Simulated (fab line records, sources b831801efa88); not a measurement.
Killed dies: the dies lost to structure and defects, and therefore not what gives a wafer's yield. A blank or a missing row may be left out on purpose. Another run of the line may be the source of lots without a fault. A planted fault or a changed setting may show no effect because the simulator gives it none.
Comparing a struck lot with a sound one | flow sfq-line | 20 steps out of a route of 325
Sound: wafers L694.1, L694.2, L694.4. Struck: wafers L707.5, L707.6 (left out: L707.2, a lot-mate that was not struck); the cause follows at the end.
For every step that has rows: the tool of each side, followed by ch and its chambers, followed by its first start. Under that, the readings that differ: sound wafers | struck wafers | difference of the means | sigmas: that difference in standard deviations of wafers without a fault.
alike: a reading whose means differ by less than 2 such deviations, as well as words and numbers matching on both sides. not compared: withheld readings; readings where some wafer has no value; bounds like >300 that might hide an equal value; numbers whose values overlap and for which the record gives no deviation.
Wherever a step has rows on one side only, a row that says differs or no value, or a row with sigmas, the two part there. When numbers do not overlap yet have no deviation, they are printed without sigmas and do not part them. A reading missing from all wafers of one side parts the sides only when that side holds two or more wafers.

first, 3 steps without rows for these wafers: SFQ_TRILAYER_I6_VIA_LITHO_EXPOSE_170 (exposes mask I6, target cd 700 nm); SFQ_TRILAYER_I6_VIA_LITHO_PEB_172 (peb time 60 s); SFQ_TRILAYER_I6_VIA_LITHO_DEVELOP_171 (time 60 s).
SFQ_I6_OVL_MEAS_942:
  sound: overlay-02 at day 63 21:31; struck: overlay-02 at day 67 02:22
  alike: I6_OVL
SFQ_TRILAYER_I6_VIA_BARC_OPEN_VIA_ETCH_235: etches BARC in O2, target depth 125 nm, time 41.7 s.
  sound on rie-diel-04 ch 1,2,3, day 63 21:33; struck on rie-diel-02 ch 1,2, day 67 02:24
  reading                | sound    | struck | difference                    | sigmas
  rf-hours-counter-h (h) | 10 21 23 | - -    | no value on the struck wafers |
  alike: drypump-motor-current-A, oes-product-au
SFQ_TRILAYER_I6_VIA_ETCH_VIA_ETCH_172: etches SiO2 in CHF3, stops on Nb, target depth 260 nm.
  sound on rie-diel-04 ch 1,2,3, day 63 21:35; struck on rie-diel-02 ch 1,2, day 67 02:26
  alike: drypump-motor-current-A, oes-product-au
SFQ_TRILAYER_I6_VIA_STRIP_STRIP_173: strips in O2.
  sound on rie-metal-02 ch 0,1, day 63 21:42; struck on rie-metal-02 ch 0,1, day 67 02:34
  alike: drypump-motor-current-A, he-backside-leak-sccm, oes-product-au
  not compared: rf-hours-counter-h
then, 2 steps without rows for these wafers: SFQ_TRILAYER_I6_VIA_STRIP_SOLV_CLEAN_174 (cleans in NMP, time 600 s); SFQ_TRILAYER_M7_DEP_PRE_CLEAN_176 (time 22.5 s).
SFQ_TRILAYER_M7_DEP_SPUTTER_175: material Nb, target thk 200 nm, time 133.3 s.
  sound: pvd-sputter-06 at day 63 22:31; struck: pvd-sputter-04 at day 67 03:22
  alike: throttle-valve-pct
SFQ_M7_RS_MEAS_943: a four-point-probe measurement.
  sound: film-metro-04 at day 63 22:36; struck: film-metro-02 at day 67 03:28
  alike: M7_NB_RS
SFQ_TRILAYER_M7_LITHO_COAT_182: resist thk 62 nm.
  sound on litho-track-01 ch 0, day 63 22:47; struck on litho-track-01 ch 0, day 67 03:41
  reading                                              | sound             | struck      | difference | sigmas
  model.BARC_of_TRILAYER_M7_LITHO_COAT_182.thk-nm (nm) | 62.02 61.81 62.02 | 71.08 71.01 | +9.09      |
then, 5 steps without rows for these wafers: SFQ_TRILAYER_M7_LITHO_COAT_177 (resist thk 600 nm); SFQ_TRILAYER_M7_LITHO_SOFTBAKE_181; SFQ_TRILAYER_M7_LITHO_EXPOSE_178 (exposes mask M7, target cd 500 nm); SFQ_TRILAYER_M7_LITHO_PEB_180 (peb time 60 s); SFQ_TRILAYER_M7_LITHO_DEVELOP_179 (time 60 s).
-- the record jumps here: 4 days lie between the struck wafers' starts before and after --
SFQ_M7_OVL_MEAS_945:
  sound: overlay-01 at day 64 01:02; struck: overlay-02 at day 71 05:36
  alike: M7_OVL
SFQ_TRILAYER_M7_BARC_OPEN_METAL_ETCH_229: etches BARC in O2, target depth 125 nm, time 41.7 s.
  sound on rie-metal-03 ch 0, day 64 01:04; struck on rie-metal-02 ch 0,1, day 71 05:38
  reading                  | sound             | struck      | difference | sigmas
  oes-product-au (a.u.)    | 0.681 0.691 0.684 | 0.731 0.731 | +0.046     | +10
  model.etch.depth-nm (nm) | 62.02 61.81 62.02 | 71.08 71.01 | +9.09      |
  alike: drypump-motor-current-A, he-backside-leak-sccm
  not compared: rf-hours-counter-h
SFQ_TRILAYER_M7_ETCH_METAL_ETCH_180: etches Nb in Cl2/Ar, stops on SiO2, target depth 240 nm, time 120 s.
  sound on rie-metal-03 ch 0, day 64 01:11; struck on rie-metal-02 ch 0,1, day 71 05:41
  alike: drypump-motor-current-A, he-backside-leak-sccm, oes-product-au
  not compared: rf-hours-counter-h

== WHERE THEY PART ==
Last at SFQ_TRILAYER_M7_BARC_OPEN_METAL_ETCH_229 as far as this record goes, first at SFQ_TRILAYER_I6_VIA_BARC_OPEN_VIA_ETCH_235. Later steps at which nothing parts them and some readings are alike: SFQ_TRILAYER_M7_ETCH_METAL_ETCH_180.

WHY: what the simulator had put in
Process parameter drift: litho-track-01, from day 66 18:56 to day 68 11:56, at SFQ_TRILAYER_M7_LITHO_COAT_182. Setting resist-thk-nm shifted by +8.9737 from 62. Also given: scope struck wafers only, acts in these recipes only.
